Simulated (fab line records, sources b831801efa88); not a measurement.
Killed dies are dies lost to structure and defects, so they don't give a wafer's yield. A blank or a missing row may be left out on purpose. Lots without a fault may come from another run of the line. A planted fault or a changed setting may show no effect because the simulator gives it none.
fab line records | flow sky130
record lots=6 wafers=18 last_day=50
route steps=708 shown VIA4@651 METAL5@661 PAD_OPEN@708
lots that met no fault: from a run of the same line without faults
start_h: hours from the record's first day to the start of the lot's first wafer shown | wait_h: hours since the lot's step before | " the same as in the row above | L1.1+2: a row that stands for several wafers | - no value, or no start given | * or withheld: withheld | < > ~ a bound
route shown NAME@n: a module of which the file shows steps, and the number in the route of the first | usual: mean/standard deviation of fault-free wafers | same: alike in all rows | chamber/n: place in a boat | sites: the reading at each site | _std_site: their standard deviation | _edge_site: outer sites' mean less inner sites' | radius_mm: how far each site lies from the wafer's centre | mask NAME#n: copy n | behind: the tool/chamber that last shaped the wafer | hold: why the lot was held/for how many hours/how that ended | device: the transistor (n, p or np) that didn't switch | end of line: the same wafers' tests at the end of the route | a step without rows: its recipe alone | killed: dies lost to structure and defects at the first sort, not the wafer's yield | map: a wafer's dies, x killed, . not, _ none there
set.NAME: the setting as run; set.NAME@STEP: as run at that earlier step | model.NAME: the simulator's own value behind a step, which no gauge read
lots at some steps of the route; a table a step, a row a wafer
services: from which hour (start_h, from the record's first day; less than 0 if before it) a tool's chamber was out of use, for how many hours, and why
## steps
# step SKY_VIA4_ETCH_12
# recipe target=SiO2 chemistry=C4F8/O2/Ar stop_on=TiN mask_material=NOVOLAK source_w=1500 bias_w=1200 pressure_mtorr=40 c4f8_flow_sccm=withheld O2_flow_sccm=6 Ar_flow_sccm=300 time_s=withheld target_depth_a=5800
# step SKY_VIA4_STRIP_13
# recipe chemistry=O2/N2 power_w=1400 pressure_mtorr=1500 platen_temp_c=withheld o2_flow_sccm=3000 n2_flow_sccm=300 overash_fraction=0.5
# step SKY_VIA4_STRIP_14
# recipe chemistry=post_etch_residue_remover time_s=1200 temp_c=72.5
# step SKY_VIA4_CLEAN_15
# recipe chemistry=IPA time_s=180 temp_c=25
# step SKY_VIA4_CLEAN_16
# recipe chemistry=O3/DIW dry=n2_spin
# step SKY_VIA4_SPUTTER_17
# recipe material=TiN target_thk_nm=20 chamber_pressure_pa=5 power_w=4000 time_s=80
# step SKY_VIA4_CVD_18
# recipe material=W target_thk_nm=505 time_s=152.14 temp_c=398.7 pressure_torr=40
# usual heater_power_w=793/85
# columns lot.wafer tool chamber start_h wait_h heater_power_w
L166.3 cvd_w-01 1 1060.33 0.1 746
L166.5 " 0 " " 941
L166.6 " 1 " " 755
L173.1 cvd_w-01 0 1107.85 0.0 915
L173.3 " 1 " " 759
L173.6 " 0 " " 921
L175.1 cvd_w-01 0 1113.48 0.0 902
L175.5 " 0 " " 907
L175.6 " 1 " " 758
L176.1 cvd_w-01 0 1119.22 0.0 913
L176.2 " 1 " " 750
L176.5 " 1 " " 768
L177.3 cvd_w-02 1 1124.77 0.1 756
L177.5 " 1 " " 770
L177.6 " 0 " " 721
L180.1 cvd_w-01 0 1138.12 0.0 907
L180.3 " 1 " " 751
L180.5 " 0 " " 952
# step SKY_VIA4_RS_MEAS_19
# recipe thk_meas_gauge=four-point-probe reads=W_of_VIA4_CVD_18+TiN_of_VIA4_SPUTTER_17
# usual VIA4_W_RS=0.2314/0.003
# columns lot.wafer tool chamber start_h wait_h VIA4_W_RS[ohm/sq]
L166.3 film_metro-03 - 1060.47 0.1 0.2359
L166.5 " - " " 0.2321
L166.6 " - " " 0.2361
L173.1 film_metro-03 - 1108.00 0.1 0.2288
L173.3 " - " " 0.2333
L173.6 " - " " 0.2279
L175.1 film_metro-01 - 1113.63 0.1 0.2280
L175.5 " - " " 0.2289
L175.6 " - " " 0.2304
L176.1 film_metro-03 - 1119.37 0.1 0.2319
L176.2 " - " " 0.2333
L176.5 " - " " 0.2328
L177.3 film_metro-01 - 1124.91 0.1 0.2299
L177.5 " - " " 0.2297
L177.6 " - " " 0.2366
L180.1 film_metro-04 - 1138.27 0.1 0.2279
L180.3 " - " " 0.2319
L180.5 " - " " 0.2289
# step SKY_VIA4_THK_MEAS_20
# recipe thk_meas_gauge=xrf reads=W_of_VIA4_CVD_18
# usual VIA4_W_THK=501/8.3
# columns lot.wafer tool chamber start_h wait_h VIA4_W_THK[nm]
L166.3 film_metro-03 - 1060.57 0.1 497
L166.5 " - " " 505
L166.6 " - " " 498
L173.1 film_metro-03 - 1108.12 0.1 509
L173.3 " - " " 498
L173.6 " - " " 511
L175.1 film_metro-01 - 1113.75 0.1 517
L175.5 " - " " 515
L175.6 " - " " 514
L176.1 film_metro-03 - 1119.49 0.1 499
L176.2 " - " " 499
L176.5 " - " " 501
L177.3 film_metro-01 - 1125.01 0.1 515
L177.5 " - " " 513
L177.6 " - " " 500
L180.1 film_metro-04 - 1138.39 0.1 501
L180.3 " - " " 493
L180.5 " - " " 501
# step SKY_VIA4_CMP_21
# recipe stop_on=SiO2 t_overpolish_s=25 down_force_psi=3.5 platen_rpm=60 target_thk_nm=0 pad_velocity_m_s=0.94248
# step SKY_METAL5_SPUTTER_00
# recipe material=Ti target_thk_nm=15 power_w=3000 time_s=10 chamber_pressure_pa=0.4
# usual cathode_dc_power_W=3000.0/0.52 chamber_pressure_pa=0.4001/0.00083 throttle_valve_pct=29.9/1.1
# columns lot.wafer tool chamber start_h wait_h cathode_dc_power_W chamber_pressure_pa throttle_valve_pct
L166.3 pvd_sputter-02 - 1060.91 0.1 3000.0 0.4008 27.5
L166.5 " - " " 2999.4 0.4006 29.1
L166.6 " - " " 2999.9 0.4009 27.7
L173.1 pvd_sputter-02 - 1108.48 0.1 3000.0 0.4007 28.9
L173.3 " - " " 3000.7 0.4008 29.7
L173.6 " - " " 2999.8 0.4008 27.6
L175.1 pvd_sputter-03 - 1114.31 0.1 2999.5 0.3999 30.3
L175.5 " - " " 3001.1 0.3989 31.7
L175.6 " - " " 2999.3 0.4005 28.5
L176.1 pvd_sputter-03 - 1119.85 0.1 3000.2 0.4001 29.5
L176.2 " - " " 2999.7 0.3993 31.3
L176.5 " - " " 2999.6 0.3998 30.0
L177.3 pvd_sputter-03 - 1125.49 0.2 2999.8 0.4002 31.6
L177.5 " - " " 3000.2 0.4014 31.2
L177.6 " - " " 3000.0 0.4009 29.5
L180.1 pvd_sputter-03 - 1138.75 0.1 2999.3 0.3991 30.3
L180.3 " - " " 3000.2 0.4008 31.2
L180.5 " - " " 2999.8 0.3990 30.3
# step SKY_METAL5_SPUTTER_01
# recipe material=TiN target_thk_nm=20 power_w=6500 time_s=16.7 chamber_pressure_pa=0.4
# usual cathode_dc_power_W=6500.1/1.3 chamber_pressure_pa=0.4001/0.00079 throttle_valve_pct=29.9/1.1
# columns lot.wafer tool chamber start_h wait_h cathode_dc_power_W chamber_pressure_pa throttle_valve_pct
L166.3 pvd_sputter-02 - 1060.93 0.0 6500.5 0.4006 27.6
L166.5 " - " " 6498.0 0.3991 29.1
L166.6 " - " " 6501.9 0.3984 27.5
L173.1 pvd_sputter-02 - 1108.50 0.0 6497.0 0.3999 29.1
L173.3 " - " " 6500.6 0.4016 29.7
L173.6 " - " " 6497.6 0.4003 27.3
L175.1 pvd_sputter-03 - 1114.34 0.0 6501.4 0.3990 30.6
L175.5 " - " " 6499.9 0.4008 31.3
L175.6 " - " " 6498.7 0.4005 28.5
L176.1 pvd_sputter-03 - 1119.88 0.0 6499.6 0.3999 29.6
L176.2 " - " " 6500.9 0.3993 31.2
L176.5 " - " " 6500.3 0.3998 29.4
L177.3 pvd_sputter-03 - 1125.51 0.0 6502.1 0.4002 31.4
L177.5 " - " " 6499.5 0.4001 31.4
L177.6 " - " " 6499.9 0.3992 29.7
L180.1 pvd_sputter-03 - 1138.77 0.0 6498.7 0.4000 30.2
L180.3 " - " " 6501.9 0.4008 31.3
L180.5 " - " " 6499.2 0.4001 30.6
# step SKY_METAL5_SPUTTER_02
# recipe material=AlCu target_thk_nm=1150 power_w=10600 time_s=61.2 chamber_pressure_pa=0.4
# usual cathode_dc_power_W=10600/2 chamber_pressure_pa=0.4001/0.00079 throttle_valve_pct=29.9/1.1
# columns lot.wafer tool chamber start_h wait_h cathode_dc_power_W chamber_pressure_pa throttle_valve_pct
L166.3 pvd_sputter-02 - 1060.96 0.0 10602 0.3990 27.7
L166.5 " - " " 10599 0.4004 29.2
L166.6 " - " " 10602 0.3994 27.6
L173.1 pvd_sputter-02 - 1108.53 0.0 10598 0.4002 29.2
L173.3 " - " " 10601 0.4003 29.4
L173.6 " - " " 10600 0.3998 27.7
L175.1 pvd_sputter-03 - 1114.36 0.0 - - -
L175.5 " - " " - - -
L175.6 " - " " - - -
L176.1 pvd_sputter-03 - 1119.90 0.0 - - -
L176.2 " - " " - - -
L176.5 " - " " - - -
L177.3 pvd_sputter-03 - 1125.53 0.0 10600 0.4001 31.5
L177.5 " - " " 10598 0.4007 31.4
L177.6 " - " " 10601 0.4003 29.8
L180.1 pvd_sputter-03 - 1138.80 0.0 10601 0.3989 30.3
L180.3 " - " " 10597 0.3997 31.6
L180.5 " - " " 10599 0.3980 30.5
# step SKY_METAL5_SPUTTER_03
# recipe material=Ti target_thk_nm=5 power_w=3000 time_s=3.3 chamber_pressure_pa=0.4
# usual cathode_dc_power_W=3000.0/0.53 chamber_pressure_pa=0.4000/0.00074 throttle_valve_pct=29.9/1.1
# columns lot.wafer tool chamber start_h wait_h cathode_dc_power_W chamber_pressure_pa throttle_valve_pct
L166.3 pvd_sputter-02 - 1061.01 0.0 2999.5 0.3998 27.7
L166.5 " - " " 2999.9 0.3995 29.3
L166.6 " - " " 3000.1 0.3989 27.7
L173.1 pvd_sputter-02 - 1108.58 0.0 2999.9 0.4007 29.2
L173.3 " - " " 2999.7 0.3997 29.4
L173.6 " - " " 2999.7 0.3998 27.5
L175.1 pvd_sputter-03 - 1114.41 0.0 2999.1 0.3993 30.5
L175.5 " - " " 3000.3 0.3992 31.4
L175.6 " - " " 3000.8 0.4003 28.6
L176.1 pvd_sputter-03 - 1119.95 0.0 3000.5 0.3987 29.7
L176.2 " - " " 2999.9 0.3997 31.4
L176.5 " - " " 3000.7 0.4003 29.7
L177.3 pvd_sputter-03 - 1125.59 0.0 3000.2 0.4007 31.3
L177.5 " - " " 3000.1 0.4018 31.6
L177.6 " - " " 2999.8 0.3991 29.7
L180.1 pvd_sputter-03 - 1138.85 0.0 3000.2 0.3997 30.2
L180.3 " - " " 2999.6 0.3998 31.4
L180.5 " - " " 3001.1 0.4006 30.2
# step SKY_METAL5_SPUTTER_04
# recipe material=TiN target_thk_nm=70 power_w=6500 time_s=58.3 chamber_pressure_pa=0.4
# usual cathode_dc_power_W=6499.9/1.2 chamber_pressure_pa=0.4001/0.00083 throttle_valve_pct=29.9/1.1
# columns lot.wafer tool chamber start_h wait_h cathode_dc_power_W chamber_pressure_pa throttle_valve_pct
L166.3 pvd_sputter-02 - 1061.03 0.0 6497.6 0.3998 27.8
L166.5 " - " " 6499.5 0.4010 28.8
L166.6 " - " " 6500.0 0.4017 27.9
L173.1 pvd_sputter-02 - 1108.60 0.0 6500.3 0.4012 28.9
L173.3 " - " " 6499.3 0.3998 29.7
L173.6 " - " " 6499.0 0.4005 27.7
L175.1 pvd_sputter-03 - 1114.43 0.0 6497.5 0.3996 30.3
L175.5 " - " " 6500.3 0.4008 31.3
L175.6 " - " " 6496.9 0.3996 28.8
L176.1 pvd_sputter-03 - 1119.97 0.0 6500.0 0.3995 29.7
L176.2 " - " " 6502.4 0.4004 31.1
L176.5 " - " " 6498.3 0.3998 29.4
L177.3 pvd_sputter-03 - 1125.60 0.0 6499.4 0.3996 31.3
L177.5 " - " " 6499.1 0.4001 31.7
L177.6 " - " " 6500.3 0.3990 29.6
L180.1 pvd_sputter-03 - 1138.87 0.0 6500.7 0.3991 30.6
L180.3 " - " " 6501.0 0.3988 31.4
L180.5 " - " " 6500.1 0.3998 30.5
# step SKY_METAL5_RS_MEAS_05
# recipe thk_meas_gauge=four-point-probe reads=TiN_of_METAL5_SPUTTER_04+Ti_of_METAL5_SPUTTER_03+AlCu_of_METAL5_SPUTTER_02+TiN_of_METAL5_SPUTTER_01+Ti_of_METAL5_SPUTTER_00
# usual METAL5_ALCU_RS=0.02715/0.0003
# columns lot.wafer tool chamber start_h wait_h METAL5_ALCU_RS[ohm/sq]
L166.3 film_metro-02 - 1061.12 0.1 0.02744
L166.5 " - " " 0.02802
L166.6 " - " " 0.02718
L173.1 film_metro-03 - 1108.65 0.0 0.02753
L173.3 " - " " 0.02698
L173.6 " - " " 0.02695
L175.1 film_metro-01 - 1114.48 0.0 8.661
L175.5 " - " " 8.726
L175.6 " - " " 8.7204
L176.1 film_metro-03 - 1120.02 0.0 8.7138
L176.2 " - " " 8.7533
L176.5 " - " " 8.7706
L177.3 film_metro-02 - 1125.69 0.1 0.02747
L177.5 " - " " 0.02752
L177.6 " - " " 0.02732
L180.1 film_metro-02 - 1138.92 0.0 0.02686
L180.3 " - " " 0.02705
L180.5 " - " " 0.02689
# step SKY_METAL5_THK_MEAS_06
# recipe thk_meas_gauge=xrf reads=AlCu_of_METAL5_SPUTTER_02
# usual METAL5_ALCU_THK=1130/13
# columns lot.wafer tool chamber start_h wait_h METAL5_ALCU_THK[nm]
L166.3 film_metro-02 - 1061.22 0.1 1121
L166.5 " - " " 1102
L166.6 " - " " 1129
L173.1 film_metro-03 - 1108.77 0.1 1110
L173.3 " - " " 1129
L173.6 " - " " 1129
L175.1 film_metro-01 - 1114.60 0.1 <1
L175.5 " - " " <1
L175.6 " - " " <1
L176.1 film_metro-03 - 1120.14 0.1 <1
L176.2 " - " " <1
L176.5 " - " " <1
L177.3 film_metro-02 - 1125.79 0.1 1130
L177.5 " - " " 1130
L177.6 " - " " 1128
L180.1 film_metro-02 - 1139.04 0.1 1149
L180.3 " - " " 1137
L180.5 " - " " 1146
# step SKY_METAL5_DEHYDRATE_07
# recipe temp_c=200 time_s=60
# step SKY_PAD_OPEN_PROBE_99
# usual defect_limited_yield=82.2/2.2 killed_at_M0_to_M3=45/7.1 killed_at_M4_up=3.0/1.8 killed_at_contacts=24/5.4 killed_at_front_end=16/4.9 killed_at_other=0.3/0.63 killed_dies=88/11 killed_on_rim=17/3.4 killed_open=47/7.4 killed_short=40/7 sort_bin_3_pad_short=1.0/0.43 sort_bin_5_function=10.6/1.7 sort_bin_6_memory=6.3/1.1 sort_n_pass=404/11 sort_yield_pct=82.2/2.2
# same gross_dies=492 killed_at_back_side=0 sort_bin_4_leakage[%]=0 sort_bin_8_speed[%]=0
# columns lot.wafer tool chamber start_h wait_h defect_limited_yield[%] killed_at_M0_to_M3 killed_at_M4_up killed_at_contacts killed_at_front_end killed_at_other killed_dies killed_on_rim killed_open killed_short sort_bin_3_pad_short[%] sort_bin_5_function[%] sort_bin_6_memory[%] sort_n_pass sort_yield_pct[%]
L166.3 prober-02 - 1125.72 0.2 84.3 48 2 15 11 1 77 19 44 33 1.2 9.1 5.3 415 84.3
L166.5 prober-02 - 1125.82 0.2 84.1 41 1 24 11 1 78 20 32 46 0.8 11.0 4.1 414 84.1
L166.6 prober-02 - 1125.87 0.2 81.5 56 3 22 10 0 91 13 53 38 1.8 9.8 6.9 401 81.5
L173.1 prober-02 - 1167.21 0.1 79.5 57 3 22 17 2 101 20 49 50 0.8 13.0 6.7 391 79.5
L173.3 prober-02 - 1167.31 0.2 81.9 39 5 27 18 0 89 24 57 32 0.6 10.6 6.9 403 81.9
L173.6 prober-02 - 1167.46 0.2 80.3 49 0 27 19 2 97 18 53 43 1.0 12.0 6.7 395 80.3
L175.1 prober-02 - 1173.20 0.1 0 63 390 23 16 0 492 96 55 46 0.8 91.1 8.1 0 0
L175.5 prober-02 - 1173.40 0.2 0 60 392 21 19 0 492 96 63 39 0.8 92.5 6.7 0 0
L175.6 prober-02 - 1173.45 0.2 0 56 393 27 16 0 492 96 59 45 1.0 91.3 7.7 0 0
L176.1 prober-01 - 1177.64 0.1 0 39 426 17 10 0 492 96 31 36 0.4 93.5 6.1 0 0
L176.2 prober-01 - 1177.69 0.1 0 43 413 22 14 0 492 96 37 45 0.8 92.9 6.3 0 0
L176.5 prober-01 - 1177.84 0.2 0 42 417 23 10 0 492 96 43 36 1.2 93.5 5.3 0 0
# killed by level:class
L166.3 VIA1:geometric_particle:open=11 VIA3:geometric_particle:open=9 VIA2:geometric_particle:open=7 METAL2:geometric_particle:short=6 CONTACT:geometric_particle:short=5 CONTACT:geometric_particle:open=4 METAL1:geometric_particle:short=4 FIELD_ISO:geometric_particle:short=3
L166.5 METAL1:geometric_particle:short=11 CONTACT:geometric_particle:open=8 LI_CONTACT:geometric_particle:open=7 VIA1:geometric_particle:open=6 VIA1:geometric_particle:short=5 METAL2:geometric_particle:short=5 VIA3:geometric_particle:open=5 CONTACT:geometric_particle:short=4
L166.6 VIA1:geometric_particle:open=11 CONTACT:geometric_particle:open=10 LI_CONTACT:geometric_particle:open=7 VIA3:geometric_particle:open=7 METAL1:geometric_particle:short=7 METAL2:geometric_particle:short=7 VIA2:geometric_particle:open=6 CONTACT:geometric_particle:short=5
L173.1 VIA3:geometric_particle:open=15 VIA1:geometric_particle:short=9 VIA1:geometric_particle:open=8 METAL1:geometric_particle:short=8 CONTACT:geometric_particle:open=7 VIA2:geometric_particle:short=7 CONTACT:geometric_particle:short=6 POLY_GATE:geometric_particle:short=5
L173.3 VIA1:geometric_particle:open=10 LI_CONTACT:geometric_particle:open=9 VIA3:geometric_particle:open=9 CONTACT:geometric_particle:open=8 POLY_GATE:geometric_particle:short=6 POLY_GATE:geometric_particle:open=6 LOCAL_INTERCONNECT:geometric_particle:short=6 METAL1:geometric_particle:short=6
L173.6 CONTACT:geometric_particle:open=10 LI_CONTACT:geometric_particle:open=8 METAL1:geometric_particle:short=8 CONTACT:geometric_particle:short=7 VIA3:geometric_particle:open=7 VIA1:geometric_particle:open=7 VIA2:geometric_particle:open=7 POLY_GATE:geometric_particle:open=6
L175.1 METAL5:area_sputter=390 VIA1:geometric_particle:open=15 VIA2:geometric_particle:open=11 CONTACT:geometric_particle:open=7 VIA1:geometric_particle:short=7 METAL2:geometric_particle:short=6 LI_CONTACT:geometric_particle:open=5 LOCAL_INTERCONNECT:geometric_particle:short=5
L175.5 METAL5:area_sputter=389 VIA1:geometric_particle:open=19 VIA2:geometric_particle:open=12 POLY_GATE:geometric_particle:open=7 CONTACT:geometric_particle:open=6 VIA1:geometric_particle:short=6 VIA2:geometric_particle:short=5 LI_CONTACT:geometric_particle:open=5
L175.6 METAL5:area_sputter=388 VIA2:geometric_particle:open=13 LI_CONTACT:geometric_particle:open=12 VIA1:geometric_particle:open=10 CONTACT:geometric_particle:short=7 VIA1:geometric_particle:short=6 METAL3:geometric_particle:short=6 VIA3:geometric_particle:open=6
L176.1 METAL5:area_sputter=425 VIA1:geometric_particle:open=13 LI_CONTACT:geometric_particle:open=7 VIA1:geometric_particle:short=6 METAL1:geometric_particle:short=6 CONTACT:geometric_particle:short=4 FIELD_ISO:geometric_particle:short=3 SONOS_ONO:geometric_particle:short=3
L176.2 METAL5:area_sputter=410 METAL2:geometric_particle:short=9 LI_CONTACT:geometric_particle:open=8 VIA3:geometric_particle:open=8 CONTACT:geometric_particle:short=7 FIELD_ISO:geometric_particle:short=6 VIA1:geometric_particle:open=6 CONTACT:geometric_particle:open=5
L176.5 METAL5:area_sputter=413 VIA1:geometric_particle:open=13 CONTACT:geometric_particle:open=9 VIA2:geometric_particle:open=8 LI_CONTACT:geometric_particle:open=7 FIELD_ISO:geometric_particle:short=5 POLY_GATE:geometric_particle:short=4 LI_CONTACT:geometric_particle:short=4
# map L175.1 (x killed, . not)
__________xxxxxxxxxx_________
________xxxxxxxxxxxxxx_______
______xxxxxxxxxxxxxxxxxx_____
_____xxxxxxxxxxxxxxxxxxxx____
____xxxxxxxxxxxxxxxxxxxxxx___
___xxxxxxxxxxxxxxxxxxxxxxxx__
__xxxxxxxxxxxxxxxxxxxxxxxxxx_
_xxxxxxxxxxxxxxxxxxxxxxxxxxxx
_xxxxxxxxxxxxxxxxxxxxxxxxxxxx
_xxxxxxxxxxxxxxxxxxxxxxxxxxxx
_xxxxxxxxxxxxxxxxxxxxxxxxxxxx
_xxxxxxxxxxxxxxxxxxxxxxxxxxxx
_xxxxxxxxxxxxxxxxxxxxxxxxxxxx
_xxxxxxxxxxxxxxxxxxxxxxxxxxxx
_xxxxxxxxxxxxxxxxxxxxxxxxxxxx
__xxxxxxxxxxxxxxxxxxxxxxxxxx_
___xxxxxxxxxxxxxxxxxxxxxxxx__
____xxxxxxxxxxxxxxxxxxxxxx___
_____xxxxxxxxxxxxxxxxxxxx____
______xxxxxxxxxxxxxxxxxx_____
________xxxxxxxxxxxxxx_______
__________xxxxxxxxxx_________
# map L176.1 (x killed, . not)
__________xxxxxxxxxx_________
________xxxxxxxxxxxxxx_______
______xxxxxxxxxxxxxxxxxx_____
_____xxxxxxxxxxxxxxxxxxxx____
____xxxxxxxxxxxxxxxxxxxxxx___
___xxxxxxxxxxxxxxxxxxxxxxxx__
__xxxxxxxxxxxxxxxxxxxxxxxxxx_
_xxxxxxxxxxxxxxxxxxxxxxxxxxxx
_xxxxxxxxxxxxxxxxxxxxxxxxxxxx
_xxxxxxxxxxxxxxxxxxxxxxxxxxxx
_xxxxxxxxxxxxxxxxxxxxxxxxxxxx
_xxxxxxxxxxxxxxxxxxxxxxxxxxxx
_xxxxxxxxxxxxxxxxxxxxxxxxxxxx
_xxxxxxxxxxxxxxxxxxxxxxxxxxxx
_xxxxxxxxxxxxxxxxxxxxxxxxxxxx
__xxxxxxxxxxxxxxxxxxxxxxxxxx_
___xxxxxxxxxxxxxxxxxxxxxxxx__
____xxxxxxxxxxxxxxxxxxxxxx___
_____xxxxxxxxxxxxxxxxxxxx____
______xxxxxxxxxxxxxxxxxx_____
________xxxxxxxxxxxxxx_______
__________xxxxxxxxxx_________
## services
# columns tool chamber start_h hours kind
pvd_sputter-02 - 1036.83 2.9 repair
pvd_sputter-02 1 1063.13 - consumable_replace:kit
pvd_sputter-02 1 1063.13 18.0 scheduled_down
pvd_sputter-02 1 1063.13 18.0 vent_cycle
pvd_sputter-02 - 1079.05 4.1 repair
cvd_w-01 0 1113.81 2.0 repair
pvd_sputter-03 3 1114.48 - consumable_replace:kit
pvd_sputter-03 3 1114.48 18.0 scheduled_down
pvd_sputter-03 3 1114.48 18.0 vent_cycle
pvd_sputter-02 - 1137.35 3.4 repair
## key
first_sign step=SKY_METAL5_SPUTTER_02 reading=tool_record direction=missing
effect step=SKY_METAL5_RS_MEAS_05 reading=METAL5_ALCU_RS direction=up sigmas=99+ usual=0.02715 struck=8.7242
effect step=SKY_METAL5_THK_MEAS_06 reading=METAL5_ALCU_THK direction=down sigmas=89 usual=1130 struck=<1
effect step=SKY_PAD_OPEN_PROBE_99 reading=killed_at_M4_up direction=up sigmas=99+ usual=3.0 struck=405.2
more_kills_born_at SKY_METAL5_SPUTTER_02@pvd_sputter-03=2415
met_at SKY_METAL5_SPUTTER_02
struck_wafers L175.1,L175.5,L175.6,L176.1,L176.2,L176.5
later_rows_left_out L175.1,L175.5,L175.6,L176.1,L176.2,L176.5
fault kind=skipped_step_whole tool=pvd_sputter-03 chamber=- onset_h=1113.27 steps=SKY_METAL5_SPUTTER_02 scope=struck_lots_only
# later_rows_left_out: the simulator's readings of these wafers behind a module that went badly wrong aren't trusted and aren't shown, but for the sort
